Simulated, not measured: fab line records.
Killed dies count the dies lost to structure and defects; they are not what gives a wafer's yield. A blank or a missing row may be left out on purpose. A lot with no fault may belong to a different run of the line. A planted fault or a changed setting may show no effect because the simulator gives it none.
What tool caused it? || flow gf180mcu || 33 wafers from 11 lots sampled at 7 of the route's 602 steps

## WHAT THE GAUGES SHOWED, per wafer
GF_CONTACT_RS_MEAS_25: measurement is done with a four-point probe.
{"lot": "L326", "measured": "day 16 09:52", "on": "film_metro-02", "CONTACT_W_RS (ohm/sq)": "0.389 0.385 0.381"}
{"lot": "L331", "measured": "day 18 09:42", "on": "film_metro-01", "CONTACT_W_RS (ohm/sq)": "0.390 0.387 0.386"}
{"lot": "L332", "measured": "day 18 17:14", "on": "film_metro-02", "CONTACT_W_RS (ohm/sq)": "0.228 0.226 0.226"}
{"lot": "L333", "measured": "day 19 04:03", "on": "film_metro-02", "CONTACT_W_RS (ohm/sq)": "0.227 0.225 0.225"}
{"lot": "L335", "measured": "day 19 21:12", "on": "film_metro-04", "CONTACT_W_RS (ohm/sq)": "0.385 0.393 0.384"}
{"lot": "L342", "measured": "day 22 07:57", "on": "film_metro-04", "CONTACT_W_RS (ohm/sq)": "0.393 0.395 0.392"}
{"lot": "L343", "measured": "day 23 00:46", "on": "film_metro-02", "CONTACT_W_RS (ohm/sq)": "0.382 0.387 0.383"}
{"lot": "L345", "measured": "day 23 12:51", "on": "film_metro-01", "CONTACT_W_RS (ohm/sq)": "0.391 0.394 0.394"}
{"lot": "L346", "measured": "day 23 16:50", "on": "film_metro-02", "CONTACT_W_RS (ohm/sq)": "0.383 0.389 0.389"}
{"lot": "L348", "measured": "day 24 10:43", "on": "film_metro-04", "CONTACT_W_RS (ohm/sq)": "0.381 0.379 0.390"}
{"lot": "L347", "measured": "day 24 11:31", "on": "film_metro-01", "CONTACT_W_RS (ohm/sq)": "0.387 0.386 0.378"}

GF_CONTACT_THK_MEAS_26: measures by xrf.
{"lot": "L326", "measured": "day 16 09:59", "on": "film_metro-02", "CONTACT_W_THK (nm)": "291 296 297"}
{"lot": "L331", "measured": "day 18 09:49", "on": "film_metro-01", "CONTACT_W_THK (nm)": "292 293 295"}
{"lot": "L332", "measured": "day 18 17:21", "on": "film_metro-02", "CONTACT_W_THK (nm)": "496 504 505"}
{"lot": "L333", "measured": "day 19 04:10", "on": "film_metro-02", "CONTACT_W_THK (nm)": "501 504 504"}
{"lot": "L335", "measured": "day 19 21:19", "on": "film_metro-04", "CONTACT_W_THK (nm)": "299 292 299"}
{"lot": "L342", "measured": "day 22 08:04", "on": "film_metro-04", "CONTACT_W_THK (nm)": "289 288 289"}
{"lot": "L343", "measured": "day 23 00:53", "on": "film_metro-02", "CONTACT_W_THK (nm)": "297 295 297"}
{"lot": "L345", "measured": "day 23 12:58", "on": "film_metro-01", "CONTACT_W_THK (nm)": "290 288 286"}
{"lot": "L346", "measured": "day 23 16:57", "on": "film_metro-02", "CONTACT_W_THK (nm)": "297 292 292"}
{"lot": "L348", "measured": "day 24 10:50", "on": "film_metro-04", "CONTACT_W_THK (nm)": "295 298 289"}
{"lot": "L347", "measured": "day 24 11:38", "on": "film_metro-01", "CONTACT_W_THK (nm)": "294 293 302"}

GF_M4_CD_MEAS_14: the cd target is 280 nm.
{"lot": "L326", "measured": "day 23 14:08", "on": "cd_sem-02", "cd_nm (nm)": "278.0 279.0 280.1"}
{"lot": "L331", "measured": "day 25 18:03", "on": "cd_sem-02", "cd_nm (nm)": "280.6 279.8 280.7"}
{"lot": "L332", "measured": "day 25 20:10", "on": "cd_sem-02", "cd_nm (nm)": "279.9 281.5 281.0"}
{"lot": "L333", "measured": "day 26 06:26", "on": "cd_sem-01", "cd_nm (nm)": "281.4 280.6 281.1"}
{"lot": "L335", "measured": "day 26 20:52", "on": "cd_sem-01", "cd_nm (nm)": "281.4 280.0 281.4"}
{"lot": "L342", "measured": "day 28 23:44", "on": "cd_sem-01", "cd_nm (nm)": "277.7 277.3 277.6"}
{"lot": "L343", "measured": "day 29 10:52", "on": "cd_sem-02", "cd_nm (nm)": "281.3 280.9 281.0"}
{"lot": "L345", "measured": "day 29 23:39", "on": "cd_sem-02", "cd_nm (nm)": "279.0 280.3 279.3"}
{"lot": "L346", "measured": "day 30 02:12", "on": "cd_sem-02", "cd_nm (nm)": "281.5 282.0 282.1"}
{"lot": "L348", "measured": "day 30 14:47", "on": "cd_sem-01", "cd_nm (nm)": "280.1 279.5 279.9"}
{"lot": "L347", "measured": "day 30 17:17", "on": "cd_sem-02", "cd_nm (nm)": "278.2 279.6 278.0"}

## TOOL THAT RAN EACH LOT (tool first, then ch and the chambers of the sampled wafers, then the start)
{"lot": "L326", "GF_CONTACT_CVD_24": "cvd_w-02 ch 0,1, day 16 09:46", "GF_CONTACT_CMP_27": "cmp-02 ch 1,2,3, day 16 10:05", "GF_M3_SPUTTER_00": "pvd_sputter-04, day 20 13:29", "GF_M4_SPUTTER_02": "pvd_sputter-02, day 22 15:49"}
{"lot": "L331", "GF_CONTACT_CVD_24": "cvd_w-01 ch 0,1, day 18 09:35", "GF_CONTACT_CMP_27": "cmp-01 ch 0,2,3, day 18 09:55", "GF_M3_SPUTTER_00": "pvd_sputter-02, day 22 19:48", "GF_M4_SPUTTER_02": "pvd_sputter-02, day 24 20:59"}
{"lot": "L332", "GF_CONTACT_CVD_24": "cvd_w-01 ch 0,1, day 18 17:08", "GF_CONTACT_CMP_27": "cmp-02 ch 2,3, day 18 17:25", "GF_M3_SPUTTER_00": "pvd_sputter-04, day 22 23:12", "GF_M4_SPUTTER_02": "pvd_sputter-02, day 24 22:55"}
{"lot": "L333", "GF_CONTACT_CVD_24": "cvd_w-01 ch 0,1, day 19 03:56", "GF_CONTACT_CMP_27": "cmp-01 ch 0,1,3, day 19 04:13", "GF_M3_SPUTTER_00": "pvd_sputter-02, day 23 10:07", "GF_M4_SPUTTER_02": "pvd_sputter-01, day 25 09:32"}
{"lot": "L335", "GF_CONTACT_CVD_24": "cvd_w-02 ch 0,1, day 19 21:05", "GF_CONTACT_CMP_27": "cmp-02 ch 2,3, day 19 21:22", "GF_M3_SPUTTER_00": "pvd_sputter-02, day 24 02:19", "GF_M4_SPUTTER_02": "pvd_sputter-01, day 26 00:16"}
{"lot": "L342", "GF_CONTACT_CVD_24": "cvd_w-01 ch 0,1, day 22 07:51", "GF_CONTACT_CMP_27": "cmp-02 ch 1,2,3, day 22 08:08", "GF_M3_SPUTTER_00": "pvd_sputter-02, day 26 07:04", "GF_M4_SPUTTER_02": "pvd_sputter-03, day 28 03:53"}
{"lot": "L343", "GF_CONTACT_CVD_24": "cvd_w-02 ch 0,1, day 23 00:40", "GF_CONTACT_CMP_27": "cmp-01 ch 0,1,2, day 23 00:59", "GF_M3_SPUTTER_00": "pvd_sputter-02, day 26 21:44", "GF_M4_SPUTTER_02": "pvd_sputter-02, day 28 15:35"}
{"lot": "L345", "GF_CONTACT_CVD_24": "cvd_w-01 ch 1, day 23 12:44", "GF_CONTACT_CMP_27": "cmp-02 ch 0,1,2, day 23 13:07", "GF_M3_SPUTTER_00": "pvd_sputter-03, day 27 09:43", "GF_M4_SPUTTER_02": "pvd_sputter-02, day 29 04:30"}
{"lot": "L346", "GF_CONTACT_CVD_24": "cvd_w-02 ch 0,1, day 23 16:43", "GF_CONTACT_CMP_27": "cmp-02 ch 0,2, day 23 17:00", "GF_M3_SPUTTER_00": "pvd_sputter-02, day 27 12:43", "GF_M4_SPUTTER_02": "pvd_sputter-03, day 29 07:55"}
{"lot": "L348", "GF_CONTACT_CVD_24": "cvd_w-01 ch 0,1, day 24 10:37", "GF_CONTACT_CMP_27": "cmp-02 ch 0,1,2, day 24 10:53", "GF_M3_SPUTTER_00": "pvd_sputter-02, day 28 03:27", "GF_M4_SPUTTER_02": "pvd_sputter-01, day 29 20:43"}
{"lot": "L347", "GF_CONTACT_CVD_24": "cvd_w-01 ch 0,1, day 24 11:25", "GF_CONTACT_CMP_27": "cmp-02 ch 1,2,3, day 24 11:47", "GF_M3_SPUTTER_00": "pvd_sputter-04, day 28 05:22", "GF_M4_SPUTTER_02": "pvd_sputter-03, day 29 23:21"}
- GF_CONTACT_CVD_24: deposits W, target thk 300 nm, time 90.339 s.
- GF_CONTACT_CMP_27: polishes, stops on SiO2, t overpolish 15 s, target thk 0 nm.
- GF_M3_SPUTTER_00: material Ti, target thk 37.5 nm, time 150 s.
- GF_M4_SPUTTER_02: material AlCu, target thk 450 nm, time 23.9 s.

## WHAT THE TOOLS THEMSELVES READ (means of the sampled wafers that have a number; where no wafer has one, the mark that the record gives instead)
GF_CONTACT_CVD_24.
{"lot": "L326", "tool": "cvd_w-02", "chamber_pressure_Torr (Torr)": 40.03, "heater_power_outer_w (W)": 511, "heater_power_w (W)": 864, "susceptor_temp_C (C)": 400.23}
{"lot": "L331", "tool": "cvd_w-01", "chamber_pressure_Torr (Torr)": 39.97, "heater_power_outer_w (W)": 467, "heater_power_w (W)": 740, "susceptor_temp_C (C)": 399.88}
{"lot": "L332", "tool": "cvd_w-01", "chamber_pressure_Torr (Torr)": 39.98, "heater_power_outer_w (W)": 657, "heater_power_w (W)": 1013, "susceptor_temp_C (C)": 454.15}
{"lot": "L333", "tool": "cvd_w-01", "chamber_pressure_Torr (Torr)": 40.02, "heater_power_outer_w (W)": 673, "heater_power_w (W)": 1028, "susceptor_temp_C (C)": 454.43}
{"lot": "L335", "tool": "cvd_w-02", "chamber_pressure_Torr (Torr)": 39.99, "heater_power_outer_w (W)": 520, "heater_power_w (W)": 872, "susceptor_temp_C (C)": 399.99}
{"lot": "L342", "tool": "cvd_w-01", "chamber_pressure_Torr (Torr)": 39.98, "heater_power_outer_w (W)": 467, "heater_power_w (W)": 748, "susceptor_temp_C (C)": 399.99}
{"lot": "L343", "tool": "cvd_w-02", "chamber_pressure_Torr (Torr)": 39.97, "heater_power_outer_w (W)": 499, "heater_power_w (W)": 845, "susceptor_temp_C (C)": 399.73}
{"lot": "L345", "tool": "cvd_w-01", "chamber_pressure_Torr (Torr)": 40.01, "heater_power_outer_w (W)": 490, "heater_power_w (W)": 773, "susceptor_temp_C (C)": 400.28}
{"lot": "L346", "tool": "cvd_w-02", "chamber_pressure_Torr (Torr)": 40.00, "heater_power_outer_w (W)": 508, "heater_power_w (W)": 872, "susceptor_temp_C (C)": 399.82}
{"lot": "L348", "tool": "cvd_w-01", "chamber_pressure_Torr (Torr)": 40.07, "heater_power_outer_w (W)": 474, "heater_power_w (W)": 757, "susceptor_temp_C (C)": 399.94}
{"lot": "L347", "tool": "cvd_w-01", "chamber_pressure_Torr (Torr)": 39.97, "heater_power_outer_w (W)": 480, "heater_power_w (W)": 755, "susceptor_temp_C (C)": 400.06}

GF_CONTACT_CMP_27.
{"lot": "L326", "tool": "cmp-02", "motor_current_A (A)": 11.0, "retaining_ring_pressure_frac": 0.997, "time_to_endpoint_s (s)": 68}
{"lot": "L331", "tool": "cmp-01", "motor_current_A (A)": 11.9, "retaining_ring_pressure_frac": 1.000, "time_to_endpoint_s (s)": 70}
{"lot": "L332", "tool": "cmp-02", "motor_current_A (A)": 11.5, "retaining_ring_pressure_frac": 1.004, "time_to_endpoint_s (s)": 114}
{"lot": "L333", "tool": "cmp-01", "motor_current_A (A)": 11.3, "retaining_ring_pressure_frac": 1.003, "time_to_endpoint_s (s)": 121}
{"lot": "L335", "tool": "cmp-02", "motor_current_A (A)": 11.5, "retaining_ring_pressure_frac": 0.996, "time_to_endpoint_s (s)": 70}
{"lot": "L342", "tool": "cmp-02", "motor_current_A (A)": 11.2, "retaining_ring_pressure_frac": 1.001, "time_to_endpoint_s (s)": 69}
{"lot": "L343", "tool": "cmp-01", "motor_current_A (A)": 12.3, "retaining_ring_pressure_frac": 0.998, "time_to_endpoint_s (s)": 72}
{"lot": "L345", "tool": "cmp-02", "motor_current_A (A)": 11.5, "retaining_ring_pressure_frac": 1.004, "time_to_endpoint_s (s)": 69}
{"lot": "L346", "tool": "cmp-02", "motor_current_A (A)": 11.4, "retaining_ring_pressure_frac": 0.999, "time_to_endpoint_s (s)": 70}
{"lot": "L348", "tool": "cmp-02", "motor_current_A (A)": 11.3, "retaining_ring_pressure_frac": 0.999, "time_to_endpoint_s (s)": 71}
{"lot": "L347", "tool": "cmp-02", "motor_current_A (A)": 11.3, "retaining_ring_pressure_frac": 0.997, "time_to_endpoint_s (s)": 72}

GF_M3_SPUTTER_00.
{"lot": "L326", "tool": "pvd_sputter-04", "throttle_valve_pct (%)": 29.8}
{"lot": "L331", "tool": "pvd_sputter-02", "throttle_valve_pct (%)": 31.0}
{"lot": "L332", "tool": "pvd_sputter-04", "throttle_valve_pct (%)": 29.6}
{"lot": "L333", "tool": "pvd_sputter-02", "throttle_valve_pct (%)": 31.1}
{"lot": "L335", "tool": "pvd_sputter-02", "throttle_valve_pct (%)": 31.6}
{"lot": "L342", "tool": "pvd_sputter-02", "throttle_valve_pct (%)": 30.7}
{"lot": "L343", "tool": "pvd_sputter-02", "throttle_valve_pct (%)": 30.8}
{"lot": "L345", "tool": "pvd_sputter-03", "throttle_valve_pct (%)": 29.3}
{"lot": "L346", "tool": "pvd_sputter-02", "throttle_valve_pct (%)": 31.7}
{"lot": "L348", "tool": "pvd_sputter-02", "throttle_valve_pct (%)": 31.1}
{"lot": "L347", "tool": "pvd_sputter-04", "throttle_valve_pct (%)": 29.1}

GF_M4_SPUTTER_02.
{"lot": "L326", "tool": "pvd_sputter-02", "throttle_valve_pct (%)": 30.0}
{"lot": "L331", "tool": "pvd_sputter-02", "throttle_valve_pct (%)": 30.4}
{"lot": "L332", "tool": "pvd_sputter-02", "throttle_valve_pct (%)": 30.1}
{"lot": "L333", "tool": "pvd_sputter-01", "throttle_valve_pct (%)": 29.9}
{"lot": "L335", "tool": "pvd_sputter-01", "throttle_valve_pct (%)": 30.1}
{"lot": "L342", "tool": "pvd_sputter-03", "throttle_valve_pct (%)": 29.7}
{"lot": "L343", "tool": "pvd_sputter-02", "throttle_valve_pct (%)": 30.9}
{"lot": "L345", "tool": "pvd_sputter-02", "throttle_valve_pct (%)": 30.8}
{"lot": "L346", "tool": "pvd_sputter-03", "throttle_valve_pct (%)": 29.9}
{"lot": "L348", "tool": "pvd_sputter-01", "throttle_valve_pct (%)": 30.7}
{"lot": "L347", "tool": "pvd_sputter-03", "throttle_valve_pct (%)": 29.4}

## THE ANSWER, worked out from the rows above alone
Rule: what is usual is taken from the lots themselves. Put in order of their means at a reading, lots are off if they are a third of the lots or fewer, leave a main group of 4 or more, and stand apart from it by a gap of 3 or more times the standard deviation of the main group's means; of several such gaps the widest counts. A main group is skipped when, at the precision printed for the reading in the tables above, its means are all equal. Also off: a lot with no number at a reading for which 4 or more lots have one. Any other lot the step has rows for is counted as sound. Order of review: gauges by route order, followed by the tools' own readings, for which a lot's mean as printed above is used. The first step at which some lot is off is used, and at that step the reading that is off furthest; a lot without a number counts as furthest.
Off: at GF_CONTACT_RS_MEAS_25 (CONTACT_W_RS), L332, L333. The main group has a mean of 0.387 ohm/sq with a standard deviation of 0.0036.
A tool fits if, at a process step before that reading, it ran every lot that is off, and no sound lot after the first of them. The gauges at GF_CONTACT_RS_MEAS_25 aren't tried: what is off there is off at GF_CONTACT_CVD_24 too, on other tools, and a gauge's error can't cause that. Of those tried, none fits.

## WHAT THE SIMULATOR HAD PUT IN
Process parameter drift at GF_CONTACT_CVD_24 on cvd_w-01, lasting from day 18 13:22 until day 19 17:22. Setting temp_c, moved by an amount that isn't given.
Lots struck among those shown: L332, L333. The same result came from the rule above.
